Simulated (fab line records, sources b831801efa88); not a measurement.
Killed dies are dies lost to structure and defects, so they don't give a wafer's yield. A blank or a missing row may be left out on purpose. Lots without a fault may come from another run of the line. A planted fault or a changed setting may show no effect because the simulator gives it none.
Chamber matching | flow gf180mcu | GF_V5_ETCH_16 on rie_diel-02: 4 sister chambers
The step etches BARC in N2/H2. 4 wafers are shown with their chamber, then 10 later ones without.

WAFERS WITH THEIR CHAMBER
wafer  | chamber | drypump_motor_current_A (A)
L087.3 | 0       | 6.0
L089.4 | 1       | 5.3
L090.3 | 3       | 5.1
L090.5 | 2       | 6.5

WAFERS WITHOUT THEIR CHAMBER
wafer  | drypump_motor_current_A (A)
L090.6 | 5.0
L092.3 | 5.3
L092.4 | 6.5
L092.6 | 6.0
L094.2 | 6.5
L094.3 | 5.3
L094.4 | 6.4
L097.2 | 5.1
L097.5 | 6.5
L097.6 | 5.3

WHICH CHAMBER EACH WENT THROUGH
wafer  | from the rows above | in truth
L090.6 | 3                   | 3
L092.3 | 1                   | 1
L092.4 | 2                   | 2
L092.6 | 0                   | 0
L094.2 | 2                   | 2
L094.3 | 1                   | 1
L094.4 | 2                   | 2
L097.2 | 3                   | 3
L097.5 | 2                   | 2
L097.6 | 1                   | 1
Placed correctly: 10 of 10. Can't be placed from these rows: 0. Placed wrongly: 0.
How it was worked out, from the rows above alone: a wafer's distance from a chamber is the root of the sum, over the readings, of the square of ((its reading less the chamber's mean) divided by the reading's scatter). The wafer belongs to the nearest chamber; if the next one is less than 2 further off, it can't be placed. A chamber's mean is the mean of its shown wafers. The scatter: with one shown wafer a chamber, the root of the mean of the squares of how far each hidden wafer lies from its nearest shown one.
